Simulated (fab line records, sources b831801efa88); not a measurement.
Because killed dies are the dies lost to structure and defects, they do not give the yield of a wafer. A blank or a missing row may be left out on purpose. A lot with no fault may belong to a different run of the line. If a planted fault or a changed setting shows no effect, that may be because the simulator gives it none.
A lot that was struck, set against a sound lot    flow sky130    33 out of 708 route steps
Sound: these wafers, L281.2, L281.3, L281.6. Struck: wafers L289.2, L289.3, L289.5. The cause is named last.
Per side, at each step with rows, come the tool, then ch with its chambers, and then its first start. Under that, the readings that differ: sound wafers    struck wafers    difference of the means    sigmas: that difference in standard deviations of wafers without a fault.
alike: readings with means less than 2 such deviations apart, plus words and numbers identical on both sides. not compared: withheld readings, readings lacking a value on some wafer, bounds such as >300 that could conceal the same value, and numbers that have no deviation in the record and whose values overlap.
A row with sigmas, a row that says differs or no value, or rows on one side alone: a step with any of these is where the two part. When numbers do not overlap yet have no deviation, they are printed without sigmas and do not part them. Lack of a reading on every wafer of one side parts them only where that side has two or more wafers.

first, 9 steps without rows for these wafers: SKY_SONOS_TUNNEL_COAT_02 (resist thk 1140 nm); SKY_SONOS_TUNNEL_SOFTBAKE_03 (time 60 s); SKY_SONOS_TUNNEL_EXPOSE_04 (exposes mask TUNM, target cd 410 nm); SKY_SONOS_TUNNEL_PEB_05; SKY_SONOS_TUNNEL_DEVELOP_06 (develop time 60 s); SKY_SONOS_TUNNEL_IMPLANT_09; SKY_SONOS_TUNNEL_WET_ETCH_10 (etches SiO2 in dHF, target depth 14 nm, time 280 s); SKY_SONOS_TUNNEL_STRIP_11 (strips in SPM, time 600 s); SKY_SONOS_TUNNEL_CLEAN_13 (cleans in dHF, time 20 s).
SKY_SONOS_ONO_OXIDATION_00: stabilise 600 s, purge 300 s, target thk 2.6 nm.
  sound on furnace-01 ch 0, day 11 10:43; struck on furnace-01 ch 0, day 14 01:46
  alike: oxTempCMax, rampUpCPerMin, spikeTcCentreC, zonePowerBottomPct, zonePowerLowerPct, zonePowerTopPct, zonePowerUpperPct
then, 22 steps without rows for these wafers: SKY_SONOS_ONO_CVD_02 (deposits Si3N4 from DCS/NH3, target thk 10.5 nm, time 180 s); SKY_SONOS_ONO_CVD_04 (deposits SiO2 from SiH4/N2O, target thk 5.7199 nm); SKY_SONOS_ONO_DEHYDRATE_06 (time 60 s); SKY_SONOS_ONO_HMDS_07 (prime time 60 s); SKY_SONOS_ONO_COAT_08 (resist thk 1140 nm); SKY_SONOS_ONO_SOFTBAKE_09 (time 60 s); SKY_SONOS_ONO_EXPOSE_10 (exposes mask ONOM, target cd 410 nm); SKY_SONOS_ONO_PEB_11; SKY_SONOS_ONO_DEVELOP_12 (develop time 60 s); SKY_SONOS_ONO_ETCH_15 (etches the open film in CHF3/O2, target depth 19.52 nm, time 7.8 s); SKY_SONOS_ONO_WET_ETCH_16 (etches SiO2 in dHF, target depth 14 nm, time 280 s); SKY_SONOS_ONO_STRIP_17 (strips in O2/N2); SKY_SONOS_ONO_WET_ETCH_18 (etches Si3N4 in H3PO4, target depth 15 nm, time 172 s); SKY_GATE_OXIDE_CLEAN_00 (cleans in SC1/SC2, time 150 s); SKY_GATE_OXIDE_OXIDATION_01 (stabilise 600 s, purge 300 s, target thk 10.268 nm); SKY_GATE_OXIDE_DEHYDRATE_03 (time 60 s); SKY_GATE_OXIDE_HMDS_04 (prime time 60 s); SKY_GATE_OXIDE_COAT_05 (resist thk 1140 nm); SKY_GATE_OXIDE_SOFTBAKE_06 (time 60 s); SKY_GATE_OXIDE_EXPOSE_07 (exposes mask LVOM, target cd 600 nm); SKY_GATE_OXIDE_PEB_08; SKY_GATE_OXIDE_DEVELOP_09 (develop time 60 s).
-- a jump in the record: the struck wafers' starts before and after are 34 days apart (it breaks off in module GATE_OXIDE and resumes in module PAD_OPEN, where the first step shown is number 708 of the route) --
SKY_PAD_OPEN_PROBE_99:
  struck on prober-01, day 47 20:19; sound on prober-01, day 45 20:57
reading                                      sound                 struck                difference  sigmas
model.etest.capOno.gateBvV (V)               16.32 16.68 16.04     7.654 7.579 7.478     -8.776      
model.etest.capThickOxide.gateBvV (V)        15.44 15.76 16.18     8.919 8.84 8.816      -6.935      
model.etest.capThinOxide.gateLog10ACm2       -7.229 -7.319 -7.19   -3.219 -3.51 -3.508   +3.834      
model.etest.diodeNwellSub.leakLog10ACm2      -7.242 -7.359 -7.448  -5.95 -5.59 -5.649    +1.62       
model.etest.diodeDnwellSub.leakLog10ACm2     -7.314 -7.303 -7.341  -5.283 -5.876 -5.694  +1.702      
model.etest.capThinOxide.gateBvV (V)         7.085 6.964 6.922     5.256 5.402 5.386     -1.642      
model.etest.diodePwellDnwell.leakLog10ACm2   -7.752 -7.561 -7.794  -6.119 -6.075 -5.785  +1.709      
model.etest.diodeNdiffPwellHv.leakLog10ACm2  -6.712 -6.846 -6.711  -5.734 -5.791 -5.736  +1.003      
  alike: killed_at_M0_to_M3, killed_at_M4_up, killedAtContacts, killedAtFrontEnd, killedAtOther, killedDies, killedOpen, killedShort

## WHERE THEY PART
Nowhere in this record.

WHY: whatever the simulator had introduced
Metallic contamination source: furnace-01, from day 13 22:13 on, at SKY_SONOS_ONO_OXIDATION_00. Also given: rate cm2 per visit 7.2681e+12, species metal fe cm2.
